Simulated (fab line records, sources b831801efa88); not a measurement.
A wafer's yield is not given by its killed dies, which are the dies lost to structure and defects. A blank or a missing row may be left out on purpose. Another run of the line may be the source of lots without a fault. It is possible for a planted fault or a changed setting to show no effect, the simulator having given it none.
fab line records	flow gf180mcu
record: lots: 24	wafers: 72	lastDay: 34
route steps=602 shown CONTACT@302 V3@446 M4@459 V4@481
lots untouched by any fault: they come from a run of this same line in which no faults occurred
startH: start of the lot's first displayed wafer, in hours after the record's first day	waitH: hours from the lot's prior step to this one	" unchanged from the row above	L1.1+2: a single row standing in for several wafers	- either no value or no given start	* or withheld: withheld	< > ~ a bound
route shown NAME@n: NAME is a module with steps in the file, n the number in the route of the first one	usual: mean/standard deviation taken from wafers without a fault	same: alike in all rows	chamber/n: place in a boat	sites: the reading at each site	_std_site: standard deviation across them	_edge_site: outer sites' mean less inner sites'	radiusMm: for every site, how far away it sits from the centre of the wafer	mask NAME#n: copy n	behind: tool/chamber where the wafer was last shaped	hold: why the lot went on hold/how many hours it stayed there/how the hold came to an end	device: whichever transistor did not switch (one of n, p or np)	end of line: the same wafers' tests at the end of the route	a step without rows: its recipe alone	killed: not the wafer's yield, but the dies lost to structure and defects at the first sort	map: a wafer's dies, x killed, . not, _ none there
set.NAME: the setting that was run; set.NAME@STEP: the one run at that earlier step	model.NAME: the simulator's own value behind a step, which no gauge read
one table for each step of the route and one row for each wafer, over a sample of lots
services: from which hour (startH, from the record's first day; less than 0 if before it) a tool's chamber was out of use, for how many hours, and why
== steps ==
step: GF_CONTACT_OVL_MEAS_15
usual: CONTACT_OVL: -1/6.1
lot.wafer	tool	chamber	startH	waitH	CONTACT_OVL[nm]
L074.2	overlay-02	-	364.33	0.1	0
L074.5	"	-	"	"	-4
L074.6	"	-	"	"	0
L075.3	overlay-02	-	385.19	0.1	7
L075.4	"	-	"	"	-4
L075.6	"	-	"	"	-3
L076.1	overlay-02	-	387.02	0.1	-6
L076.3	"	-	"	"	-5
L076.6	"	-	"	"	-10
L077.1	overlay-02	-	390.87	0.1	4
L077.2	"	-	"	"	4
L077.3	"	-	"	"	7
L078.1	overlay-02	-	406.23	0.1	-9
L078.2	"	-	"	"	-7
L078.3	"	-	"	"	-4
L079.1	overlay-01	-	418.09	0.1	-8
L079.2	"	-	"	"	-8
L079.3	"	-	"	"	-12
L081.2	overlay-02	-	429.75	0.1	-10
L081.3	"	-	"	"	-7
L081.4	"	-	"	"	-13
L080.3	overlay-02	-	430.08	0.1	4
L080.4	"	-	"	"	4
L080.6	"	-	"	"	5
L082.1	overlay-01	-	437.97	0.1	0
L082.3	"	-	"	"	-8
L082.4	"	-	"	"	-3
L083.2	overlay-01	-	448.08	0.1	2
L083.3	"	-	"	"	3
L083.5	"	-	"	"	7
L084.1	overlay-02	-	454.29	0.1	-8
L084.2	"	-	"	"	-8
L084.3	"	-	"	"	-8
L085.3	overlay-02	-	461.10	0.1	-1
L085.4	"	-	"	"	8
L085.6	"	-	"	"	3
L086.1	overlay-02	-	467.92	0.1	0
L086.4	"	-	"	"	-4
L086.5	"	-	"	"	-4
L087.3	overlay-01	-	477.44	0.1	-3
L087.4	"	-	"	"	-5
L087.6	"	-	"	"	-9
L088.3	overlay-01	-	490.24	0.1	0
L088.5	"	-	"	"	1
L088.6	"	-	"	"	-3
L089.1	overlay-02	-	493.94	0.1	7
L089.2	"	-	"	"	12
L089.4	"	-	"	"	10
L090.1	overlay-01	-	503.64	0.1	-1
L090.3	"	-	"	"	1
L090.4	"	-	"	"	-10
L091.1	overlay-01	-	513.62	0.1	0
L091.3	"	-	"	"	3
L091.6	"	-	"	"	8
L092.3	overlay-02	-	516.59	0.1	-5
L092.5	"	-	"	"	3
L092.6	"	-	"	"	-3
L093.1	overlay-02	-	522.87	0.1	6
L093.5	"	-	"	"	13
L093.6	"	-	"	"	0
L094.1	overlay-02	-	533.04	0.1	-10
L094.3	"	-	"	"	-10
L094.4	"	-	"	"	-1
L095.1	overlay-01	-	543.59	0.1	1
L095.3	"	-	"	"	-4
L095.5	"	-	"	"	-3
L096.1	overlay-01	-	546.89	0.1	-3
L096.2	"	-	"	"	-8
L096.4	"	-	"	"	1
L097.3	overlay-02	-	550.74	0.1	-2
L097.5	"	-	"	"	2
L097.6	"	-	"	"	-5
step: GF_V3_ETCH_17
recipe: chemistry: C4F8/O2/Ar	maskMaterial: KrF	target: SiO2	stopOn: TiN	sourceW: 1500	biasW: 1200	pressureMtorr: 40	c4f8FlowSccm: withheld	O2_flow_sccm: 6	Ar_flow_sccm: 300	timeS: withheld	targetDepthA: 6350
usual: biasW: 1200/3.3	oesProductAu: 0.856/0.0047
lot.wafer	tool	chamber	startH	waitH	biasW	oesProductAu
L074.2	rieDiel-03	3	-	-	1199	0.856
L074.5	"	3	"	"	1199	0.855
L074.6	"	0	"	"	1200	0.856
L075.3	rieDiel-01	2	-	-	1196	0.855
L075.4	"	1	"	"	1206	0.862
L075.6	"	3	"	"	1194	0.852
L076.1	rieDiel-03	3	-	-	1202	0.860
L076.3	"	2	"	"	1204	0.851
L076.6	"	2	"	"	1203	0.860
L077.1	rieDiel-01	2	-	-	1200	0.859
L077.2	"	1	"	"	1202	0.859
L077.3	"	0	"	"	1197	0.858
L078.1	rieDiel-04	0	-	-	1202	0.853
L078.2	"	1	"	"	1201	0.849
L078.3	"	3	"	"	1200	0.855
L079.1	rieDiel-01	1	-	-	1204	0.849
L079.2	"	3	"	"	1202	0.858
L079.3	"	0	"	"	1198	0.853
L081.2	rieDiel-01	3	-	-	1201	0.854
L081.3	"	1	"	"	1209	0.854
L081.4	"	0	"	"	1202	0.862
L080.3	rieDiel-01	2	-	-	1197	0.859
L080.4	"	0	"	"	1200	0.855
L080.6	"	3	"	"	1204	0.858
L082.1	rieDiel-03	1	-	-	1203	0.858
L082.3	"	0	"	"	1200	0.847
L082.4	"	3	"	"	1199	0.857
L083.2	rieDiel-03	3	-	-	1200	0.855
L083.3	"	0	"	"	1201	0.868
L083.5	"	2	"	"	1204	0.862
L084.1	rieDiel-03	3	-	-	1201	0.865
L084.2	"	2	"	"	1204	0.858
L084.3	"	0	"	"	1202	0.854
L085.3	rieDiel-04	2	-	-	1204	0.862
L085.4	"	0	"	"	1202	0.855
L085.6	"	0	"	"	1200	0.856
L086.1	rieDiel-01	2	-	-	1199	0.868
L086.4	"	3	"	"	1198	0.853
L086.5	"	1	"	"	1199	0.861
L087.3	rieDiel-03	2	-	-	1208	0.852
L087.4	"	3	"	"	1195	0.858
L087.6	"	0	"	"	1196	0.851
L088.3	rieDiel-01	1	-	-	1202	0.858
L088.5	"	0	"	"	1201	0.850
L088.6	"	1	"	"	1200	0.856
L089.1	rieDiel-04	0	-	-	1194	0.860
L089.2	"	1	"	"	1202	0.855
L089.4	"	3	"	"	1200	0.861
L090.1	rieDiel-03	3	-	-	1202	0.852
L090.3	"	1	"	"	1204	0.853
L090.4	"	2	"	"	1200	0.844
L091.1	rieDiel-04	0	-	-	1193	0.857
L091.3	"	2	"	"	1200	0.851
L091.6	"	1	"	"	1198	0.849
L092.3	rieDiel-03	2	-	-	1200	0.856
L092.5	"	1	"	"	1200	0.851
L092.6	"	2	"	"	1202	0.861
L093.1	rieDiel-03	2	-	-	1203	0.854
L093.5	"	0	"	"	1203	0.853
L093.6	"	2	"	"	1199	0.851
L094.1	rieDiel-03	3	-	-	1199	0.851
L094.3	"	1	"	"	1200	0.855
L094.4	"	0	"	"	1204	0.845
L095.1	rieDiel-04	1	-	-	1200	0.850
L095.3	"	2	"	"	1205	0.870
L095.5	"	3	"	"	1199	0.856
L096.1	rieDiel-01	1	-	-	1202	0.846
L096.2	"	3	"	"	1199	0.853
L096.4	"	2	"	"	1196	0.851
L097.3	rieDiel-01	3	-	-	1201	0.850
L097.5	"	3	"	"	1206	0.853
L097.6	"	1	"	"	1198	0.860
step: GF_V3_RS_MEAS_24
recipe: thkMeasGauge: four-point-probe	reads: W_of_V3_CVD_23+TiN_of_V3_SPUTTER_22+Ti_of_V3_SPUTTER_21
usual: V3_W_RS: 0.330/0.0036
lot.wafer	tool	chamber	startH	waitH	V3_W_RS[ohm/sq]
L074.2	filmMetro-01	-	516.92	0.1	0.326
L074.5	"	-	"	"	0.324
L074.6	"	-	"	"	0.332
L075.3	filmMetro-01	-	536.59	0.1	0.335
L075.4	"	-	"	"	0.324
L075.6	"	-	"	"	0.328
L076.1	filmMetro-03	-	539.08	0.1	0.334
L076.3	"	-	"	"	0.332
L076.6	"	-	"	"	0.329
L077.1	filmMetro-04	-	542.89	0.1	0.329
L077.2	"	-	"	"	0.332
L077.3	"	-	"	"	0.335
L078.1	filmMetro-03	-	559.49	0.1	0.332
L078.2	"	-	"	"	0.332
L078.3	"	-	"	"	0.330
L079.1	filmMetro-01	-	568.79	0.1	0.329
L079.2	"	-	"	"	0.338
L079.3	"	-	"	"	0.336
L081.2	filmMetro-01	-	577.66	0.1	0.329
L081.3	"	-	"	"	0.327
L081.4	"	-	"	"	0.326
L080.3	filmMetro-04	-	579.43	0.1	0.333
L080.4	"	-	"	"	0.331
L080.6	"	-	"	"	0.333
L082.1	filmMetro-03	-	586.46	0.1	0.325
L082.3	"	-	"	"	0.326
L082.4	"	-	"	"	0.327
L083.2	filmMetro-03	-	594.17	0.1	0.329
L083.3	"	-	"	"	0.329
L083.5	"	-	"	"	0.326
L084.1	filmMetro-03	-	599.60	0.1	0.329
L084.2	"	-	"	"	0.326
L084.3	"	-	"	"	0.325
L085.3	filmMetro-01	-	605.03	0.1	0.326
L085.4	"	-	"	"	0.324
L085.6	"	-	"	"	0.325
L086.1	filmMetro-04	-	613.48	0.1	0.328
L086.4	"	-	"	"	0.326
L086.5	"	-	"	"	0.329
L087.3	filmMetro-03	-	618.44	0.1	0.332
L087.4	"	-	"	"	0.327
L087.6	"	-	"	"	0.327
L088.3	filmMetro-03	-	630.54	0.1	0.331
L088.5	"	-	"	"	0.328
L088.6	"	-	"	"	0.334
L089.1	filmMetro-01	-	633.83	0.1	0.338
L089.2	"	-	"	"	0.337
L089.4	"	-	"	"	0.336
L090.1	filmMetro-01	-	643.09	0.1	0.330
L090.3	"	-	"	"	0.334
L090.4	"	-	"	"	0.332
L091.1	filmMetro-03	-	651.80	0.1	0.326
L091.3	"	-	"	"	0.331
L091.6	"	-	"	"	0.329
L092.3	filmMetro-04	-	654.07	0.1	0.331
L092.5	"	-	"	"	0.327
L092.6	"	-	"	"	0.337
L093.1	filmMetro-03	-	659.17	0.1	0.327
L093.5	"	-	"	"	0.325
L093.6	"	-	"	"	0.326
L094.1	filmMetro-01	-	668.25	0.2	0.327
L094.3	"	-	"	"	0.326
L094.4	"	-	"	"	0.326
L095.1	filmMetro-03	-	676.65	0.1	0.332
L095.3	"	-	"	"	0.336
L095.5	"	-	"	"	0.332
L096.1	filmMetro-04	-	678.89	0.1	0.336
L096.2	"	-	"	"	0.331
L096.4	"	-	"	"	0.339
L097.3	filmMetro-01	-	683.96	0.1	0.328
L097.5	"	-	"	"	0.327
L097.6	"	-	"	"	0.329
step: GF_M4_SPUTTER_03
recipe: material: Ti	targetThkNm: 10	substrateTempC: 300	chamberPressurePa: 0.3	powerW: 3000	timeS: 6.7
usual: throttleValvePct: 29.9/1.1
lot.wafer	tool	chamber	startH	waitH	throttleValvePct
L074.2	pvdSputter-01	-	517.54	0.0	32.1
L074.5	"	-	"	"	30.0
L074.6	"	-	"	"	32.0
L075.3	pvdSputter-01	-	537.19	0.0	29.2
L075.4	"	-	"	"	30.0
L075.6	"	-	"	"	29.3
L076.1	pvdSputter-03	-	539.72	0.0	28.8
L076.3	"	-	"	"	30.5
L076.6	"	-	"	"	29.5
L077.1	pvdSputter-03	-	543.53	0.0	30.8
L077.2	"	-	"	"	28.8
L077.3	"	-	"	"	29.0
L078.1	pvdSputter-03	-	560.13	0.0	29.3
L078.2	"	-	"	"	31.0
L078.3	"	-	"	"	29.0
L079.1	pvdSputter-01	-	569.43	0.0	30.2
L079.2	"	-	"	"	29.5
L079.3	"	-	"	"	29.6
L081.2	pvdSputter-03	-	578.28	0.0	29.7
L081.3	"	-	"	"	30.7
L081.4	"	-	"	"	29.0
L080.3	pvdSputter-01	-	580.23	0.0	30.0
L080.4	"	-	"	"	30.0
L080.6	"	-	"	"	29.5
L082.1	pvdSputter-01	-	587.10	0.0	29.9
L082.3	"	-	"	"	29.9
L082.4	"	-	"	"	29.6
L083.2	pvdSputter-01	-	594.79	0.0	29.7
L083.3	"	-	"	"	29.7
L083.5	"	-	"	"	32.0
L084.1	pvdSputter-04	-	600.24	0.0	31.2
L084.2	"	-	"	"	29.8
L084.3	"	-	"	"	29.1
L085.3	pvdSputter-01	-	605.63	0.0	32.1
L085.4	"	-	"	"	30.0
L085.6	"	-	"	"	29.7
L086.1	pvdSputter-01	-	614.28	0.0	32.1
L086.4	"	-	"	"	29.8
L086.5	"	-	"	"	29.7
L087.3	pvdSputter-01	-	619.04	0.0	30.1
L087.4	"	-	"	"	29.3
L087.6	"	-	"	"	32.3
L088.3	pvdSputter-01	-	631.14	0.0	29.9
L088.5	"	-	"	"	32.1
L088.6	"	-	"	"	29.8
L089.1	pvdSputter-03	-	634.47	0.0	28.8
L089.2	"	-	"	"	28.8
L089.4	"	-	"	"	30.9
L090.1	pvdSputter-03	-	643.73	0.0	29.1
L090.3	"	-	"	"	28.9
L090.4	"	-	"	"	29.0
L091.1	pvdSputter-03	-	652.44	0.0	28.9
L091.3	"	-	"	"	28.9
L091.6	"	-	"	"	29.1
L092.3	pvdSputter-04	-	654.67	0.0	29.1
L092.5	"	-	"	"	29.2
L092.6	"	-	"	"	29.9
L093.1	pvdSputter-03	-	659.81	0.0	28.8
L093.5	"	-	"	"	29.0
L093.6	"	-	"	"	29.1
L094.1	pvdSputter-01	-	669.22	0.0	32.1
L094.3	"	-	"	"	30.0
L094.4	"	-	"	"	29.7
L095.1	pvdSputter-04	-	677.29	0.0	31.1
L095.3	"	-	"	"	29.3
L095.5	"	-	"	"	31.3
L096.1	pvdSputter-03	-	679.53	0.0	28.9
L096.2	"	-	"	"	28.8
L096.4	"	-	"	"	31.1
L097.3	pvdSputter-03	-	684.56	0.0	29.3
L097.5	"	-	"	"	28.7
L097.6	"	-	"	"	29.4
step: GF_M4_METAL_ETCH_16
recipe: chemistry: Cl2/BCl3	maskMaterial: KrF	targetDepthNm: 627.5	stopOn: SiO2	pressureMtorr: 8	icpW: 800	biasW: 140	Cl2_flow_sccm: 80	bcl3FlowSccm: 40	timeS: 104.6
usual: biasW: 140.0/0.39	drypumpMotorCurrentA: 5.6/0.4	oesProductAu: 0.972/0.0057	throttleValvePct: 28.248/0.01
lot.wafer	tool	chamber	startH	waitH	biasW	drypumpMotorCurrentA	oesProductAu	rfHoursCounterH	throttleValvePct
L074.2	rieMetal-01	0	540.32	0.0	140.8	5.5	0.975	10	28.251
L074.5	"	0	"	"	140.4	5.5	0.969	-	28.245
L074.6	"	1	"	"	140.1	5.3	0.962	-	28.232
L075.3	rieMetal-01	1	559.26	0.1	139.3	5.3	0.963	-	28.242
L075.4	"	0	"	"	140.9	5.5	0.970	-	28.247
L075.6	"	1	"	"	139.9	5.3	0.974	-	28.239
L076.1	rieMetal-02	1	561.22	0.0	139.7	5.7	0.966	10	28.269
L076.3	"	1	"	"	140.1	5.7	0.967	-	28.245
L076.6	"	1	"	"	140.2	5.7	0.964	-	28.260
L077.1	rieMetal-03	1	565.17	0.0	140.5	5.4	0.977	0	28.250
L077.2	"	0	"	"	140.4	5.3	0.978	1	28.239
L077.3	"	1	"	"	140.4	5.4	0.965	-	28.256
L078.1	rieMetal-03	1	581.67	0.0	139.7	5.4	0.973	1	28.249
L078.2	"	0	"	"	139.6	5.3	0.972	2	28.251
L078.3	"	1	"	"	139.7	5.4	0.965	-	28.254
L079.1	rieMetal-03	1	590.71	0.0	140.4	5.4	0.980	1	28.231
L079.2	"	0	"	"	139.4	5.3	0.981	2	28.248
L079.3	"	0	"	"	139.9	5.3	0.983	-	28.241
L081.2	rieMetal-02	1	599.66	0.0	140.6	5.7	0.967	11	28.256
L081.3	"	1	"	"	140.2	5.7	0.969	-	28.244
L081.4	"	0	"	"	140.0	6.5	0.974	-	28.251
L080.3	rieMetal-03	0	601.11	0.1	140.2	5.3	0.976	-	28.248
L080.4	"	1	"	"	139.6	5.4	0.979	-	28.250
L080.6	"	1	"	"	140.2	5.4	0.975	-	28.246
L082.1	rieMetal-01	1	607.87	0.0	140.2	5.3	0.975	4	28.258
L082.3	"	1	"	"	141.0	5.3	0.975	-	28.229
L082.4	"	1	"	"	140.2	5.3	0.967	-	28.242
L083.2	rieMetal-01	1	615.11	0.1	140.1	5.3	0.973	-	28.255
L083.3	"	1	"	"	139.9	5.3	0.966	-	28.246
L083.5	"	1	"	"	140.1	5.3	0.968	-	28.240
L084.1	rieMetal-01	0	621.37	0.0	140.0	5.5	0.971	0	28.244
L084.2	"	1	"	"	139.8	5.3	0.971	6	28.252
L084.3	"	0	"	"	139.8	5.5	0.979	-	28.249
L085.3	rieMetal-01	1	626.11	0.1	140.3	5.3	0.968	-	28.246
L085.4	"	0	"	"	139.6	5.5	0.968	-	28.262
L085.6	"	0	"	"	140.0	5.5	0.971	-	28.249
L086.1	rieMetal-03	1	634.65	0.0	140.2	5.4	0.963	2	28.252
L086.4	"	0	"	"	139.4	5.3	0.968	-	28.243
L086.5	"	1	"	"	139.8	5.4	0.964	-	28.264
L087.3	rieMetal-02	0	639.54	0.1	139.8	6.5	0.984	-	28.244
L087.4	"	1	"	"	139.8	5.7	0.977	-	28.235
L087.6	"	0	"	"	139.5	6.5	0.974	-	28.252
L088.3	rieMetal-02	0	651.61	0.1	140.3	6.5	0.968	-	28.243
L088.5	"	0	"	"	140.0	6.5	0.972	-	28.238
L088.6	"	1	"	"	140.1	5.7	0.971	-	28.258
L089.1	rieMetal-01	0	653.95	0.0	139.8	5.5	0.972	1	28.257
L089.2	"	1	"	"	140.2	5.3	0.973	7	28.249
L089.4	"	0	"	"	140.0	5.5	0.970	-	28.234
L090.1	rieMetal-03	1	663.37	0.0	139.7	5.4	0.977	3	28.241
L090.3	"	0	"	"	139.9	5.3	0.963	-	28.239
L090.4	"	1	"	"	139.3	5.4	0.970	-	28.254
L091.1	rieMetal-01	1	671.87	0.0	139.7	5.3	0.977	7	28.249
L091.3	"	0	"	"	139.7	5.5	0.967	-	28.272
L091.6	"	1	"	"	140.1	5.2	0.978	-	28.254
L092.3	rieMetal-02	1	673.94	0.1	139.6	5.7	0.984	-	28.233
L092.5	"	1	"	"	139.7	5.7	0.987	-	28.249
L092.6	"	0	"	"	139.7	6.4	0.979	-	28.240
L093.1	rieMetal-02	0	679.82	0.0	139.5	6.4	0.969	3	28.241
L093.5	"	0	"	"	139.9	6.5	0.980	-	28.247
L093.6	"	1	"	"	140.0	5.7	0.976	-	28.238
L094.1	rieMetal-02	1	688.90	0.0	139.6	5.7	0.980	15	28.245
L094.3	"	0	"	"	140.0	6.5	0.978	-	28.240
L094.4	"	1	"	"	140.5	5.7	0.975	-	28.227
L095.1	rieMetal-02	0	695.67	0.0	139.6	6.5	0.979	4	28.245
L095.3	"	0	"	"	140.3	6.5	0.973	-	28.248
L095.5	"	1	"	"	140.4	5.7	0.973	-	28.265
L096.1	rieMetal-01	0	698.92	0.0	140.0	5.5	0.970	3	28.258
L096.2	"	1	"	"	140.1	5.3	0.965	8	28.256
L096.4	"	1	"	"	139.6	5.3	0.976	-	28.260
L097.3	rieMetal-01	1	703.41	0.1	140.1	5.3	0.968	-	28.249
L097.5	"	1	"	"	139.8	5.3	0.962	-	28.267
L097.6	"	0	"	"	139.2	5.5	0.972	-	28.245
step: GF_V4_BOW_MEAS_05
recipe: mode: bow
usual: V4_BOW: 135/9.9
lot.wafer	tool	chamber	startH	waitH	V4_BOW[um]
L074.2	filmMetro-01	-	541.64	0.2	147
L074.5	"	-	"	"	145
L074.6	"	-	"	"	143
L075.3	filmMetro-01	-	560.87	0.2	128
L075.4	"	-	"	"	149
L075.6	"	-	"	"	134
L076.1	filmMetro-01	-	562.58	0.2	146
L076.3	"	-	"	"	139
L076.6	"	-	"	"	138
L077.1	filmMetro-01	-	566.52	0.2	121
L077.2	"	-	"	"	121
L077.3	"	-	"	"	128
L078.1	filmMetro-01	-	582.91	0.2	119
L078.2	"	-	"	"	132
L078.3	"	-	"	"	130
L079.1	filmMetro-02	-	591.91	0.1	142
L079.2	"	-	"	"	124
L079.3	"	-	"	"	141
L081.2	filmMetro-04	-	600.88	0.3	122
L081.3	"	-	"	"	128
L081.4	"	-	"	"	126
L080.3	filmMetro-02	-	602.32	0.2	134
L080.4	"	-	"	"	133
L080.6	"	-	"	"	125
L082.1	filmMetro-01	-	609.28	0.2	132
L082.3	"	-	"	"	125
L082.4	"	-	"	"	144
L083.2	filmMetro-04	-	616.42	0.2	119
L083.3	"	-	"	"	134
L083.5	"	-	"	"	127
L084.1	filmMetro-01	-	622.58	0.2	137
L084.2	"	-	"	"	150
L084.3	"	-	"	"	131
L085.3	filmMetro-01	-	627.32	0.1	136
L085.4	"	-	"	"	140
L085.6	"	-	"	"	152
L086.1	filmMetro-02	-	635.89	0.1	135
L086.4	"	-	"	"	127
L086.5	"	-	"	"	139
L087.3	filmMetro-04	-	640.78	0.1	142
L087.4	"	-	"	"	159
L087.6	"	-	"	"	143
L088.3	filmMetro-02	-	652.89	0.2	132
L088.5	"	-	"	"	149
L088.6	"	-	"	"	143
L089.1	filmMetro-02	-	655.16	0.1	141
L089.2	"	-	"	"	135
L089.4	"	-	"	"	138
L090.1	filmMetro-02	-	665.41	0.2	149
L090.3	"	-	"	"	152
L090.4	"	-	"	"	133
L091.1	filmMetro-02	-	673.20	0.2	124
L091.3	"	-	"	"	123
L091.6	"	-	"	"	116
L092.3	filmMetro-04	-	675.53	0.3	139
L092.5	"	-	"	"	128
L092.6	"	-	"	"	128
L093.1	filmMetro-02	-	681.28	0.1	136
L093.5	"	-	"	"	116
L093.6	"	-	"	"	128
L094.1	filmMetro-04	-	690.11	0.1	134
L094.3	"	-	"	"	145
L094.4	"	-	"	"	132
L095.1	filmMetro-04	-	696.92	0.1	149
L095.3	"	-	"	"	150
L095.5	"	-	"	"	143
L096.1	filmMetro-02	-	700.14	0.1	139
L096.2	"	-	"	"	139
L096.4	"	-	"	"	135
L097.3	filmMetro-02	-	704.62	0.2	156
L097.5	"	-	"	"	152
L097.6	"	-	"	"	143
== services ==
tool	chamber	startH	hours	kind
rieDiel-03	1	494.63	4.1	repair
pvdSputter-03	-	506.28	1.1	repair
rieDiel-04	2	509.99	8.1	repair
rieMetal-03	-	517.22	28.1	pm
pvdSputter-01	-	551.52	5.4	repair
rieDiel-03	-	567.07	0.7	repair
rieMetal-02	-	575.58	1.1	repair
rieDiel-03	1	575.90	5.7	repair
rieDiel-01	-	581.52	2.8	pm
pvdSputter-03	-	591.05	4.6	repair
pvdSputter-01	-	608.64	2.7	repair
rieMetal-02	-	609.39	0.9	repair
rieMetal-02	0	611.51	9.4	repair
rieMetal-02	-	612.84	2.8	pm
rieDiel-03	-	620.86	2.8	pm
rieMetal-03	-	639.23	0.3	repair
pvdSputter-01	-	640.34	3.0	repair
rieDiel-03	3	651.88	11.8	repair
rieDiel-01	0	653.83	4.3	repair
rieDiel-01	2	656.02	20.4	repair
rieDiel-01	2	680.29	16.2	repair
rieMetal-01	1	682.49	1.3	repair
pvdSputter-01	-	694.39	3.5	repair
pvdSputter-03	-	703.23	7.4	repair
== key ==
fault none
